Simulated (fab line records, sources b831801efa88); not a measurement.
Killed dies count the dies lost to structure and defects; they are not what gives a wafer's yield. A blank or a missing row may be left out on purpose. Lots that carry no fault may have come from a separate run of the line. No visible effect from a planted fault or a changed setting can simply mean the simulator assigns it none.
Check for tools in common | flow sky130 | Lots sampled 11, wafers sampled 33

== THE REASON FOR OPENING IT ==
2 of 11 lots carry a flag on the reading LI_CONTACT_W_RS at SKY_LI_CONTACT_RS_MEAS_22. Wafers without a fault read 0.289 ohm/sq, standard deviation 0.0032.
Rule: a lot is flagged when every wafer of it that has a number lies more than 4 standard deviations from that mean, or none has a number. The rest of the lots are taken to be sound.

lot  | measured     | on           | LI_CONTACT_W_RS (ohm/sq), wafer by wafer | flag
L851 | day 30 01:24 | filmMetro-02 | 0.295 0.289 0.295                        | 
L852 | day 30 03:29 | filmMetro-03 | 0.317 0.321 0.320                        | FLAGGED
L853 | day 30 12:18 | filmMetro-04 | 0.290 0.291 0.291                        | 
L854 | day 31 01:18 | filmMetro-02 | 0.318 0.321 0.315                        | FLAGGED
L859 | day 32 17:06 | filmMetro-02 | 0.289 0.292 0.288                        | 
L861 | day 33 10:13 | filmMetro-03 | 0.287 0.285 0.285                        | 
L862 | day 33 12:12 | filmMetro-03 | 0.290 0.287 0.291                        | 
L863 | day 34 01:49 | filmMetro-02 | 0.287 0.292 0.289                        | 
L864 | day 34 04:02 | filmMetro-04 | 0.287 0.285 0.287                        | 
L867 | day 35 01:43 | filmMetro-04 | 0.286 0.285 0.288                        | 
L871 | day 36 12:52 | filmMetro-03 | 0.288 0.288 0.290                        | 
Average over the flagged lots: 0.319 ohm/sq; offset from the usual +0.030 ohm/sq, equal to +9 standard deviations.

== WHICH TOOL EACH LOT WENT THROUGH ==
The record holds 1 process step before the reading, out of a route of 708 steps. Every cell lists first the tool, next ch and the chambers used by the sampled wafers, and last the start.
lot  | flag    | SKY_LI_CONTACT_CVD_21
L851 |         | cvdW-01 ch 0,1, day 30 01:16
L852 | FLAGGED | cvdW-01 ch 0,1, day 30 03:22
L853 |         | cvdW-02 ch 0,1, day 30 12:09
L854 | FLAGGED | cvdW-01 ch 0,1, day 31 01:10
L859 |         | cvdW-02 ch 0,1, day 32 16:58
L861 |         | cvdW-02 ch 0,1, day 33 10:04
L862 |         | cvdW-01 ch 0,1, day 33 12:03
L863 |         | cvdW-01 ch 0,1, day 34 01:41
L864 |         | cvdW-01 ch 0,1, day 34 03:55
L867 |         | cvdW-01 ch 0,1, day 35 01:35
L871 |         | cvdW-01 ch 0,1, day 36 12:44
What is done by these steps:
- SKY_LI_CONTACT_CVD_21: deposits W, target thk 400 nm, time 120.56 s.
- SKY_LI_CONTACT_RS_MEAS_22: measures by four-point-probe.

== FLAGGED OVER TOTAL, TOOL BY TOOL (the gauges that took the reading come last) ==
step                      | tool         | lots run | flagged | share of the flagged lots | sound lots run after its first flagged lot
SKY_LI_CONTACT_CVD_21     | cvdW-01      | 8        | 2       | all                       | 5 (L862,L863,L864,L867,L871)
SKY_LI_CONTACT_CVD_21     | cvdW-02      | 3        | 0       | none                      | -
SKY_LI_CONTACT_RS_MEAS_22 | filmMetro-02 | 4        | 1       | some                      | 2 (L859,L863)
SKY_LI_CONTACT_RS_MEAS_22 | filmMetro-03 | 4        | 1       | some                      | 3 (L861,L862,L871)
SKY_LI_CONTACT_RS_MEAS_22 | filmMetro-04 | 3        | 0       | none                      | -

== WHAT THE TABLE ALLOWS ==
Rows of the table that ran each flagged lot: 1, that is cvdW-01 at SKY_LI_CONTACT_CVD_21.
- cvdW-01 at SKY_LI_CONTACT_CVD_21: 2 of its 8 lots flagged. Sound lots followed the first flagged one (L862, L863, L864, L867, L871) on it, something a lasting fault affecting the whole tool could not allow. Its own readings (susceptorTempC) fall more than 4 standard deviations out on all wafers of the flagged lots.
No row of the table ran every flagged lot and no sound lot after the first.

== WHAT THE SIMULATOR PUT IN ==
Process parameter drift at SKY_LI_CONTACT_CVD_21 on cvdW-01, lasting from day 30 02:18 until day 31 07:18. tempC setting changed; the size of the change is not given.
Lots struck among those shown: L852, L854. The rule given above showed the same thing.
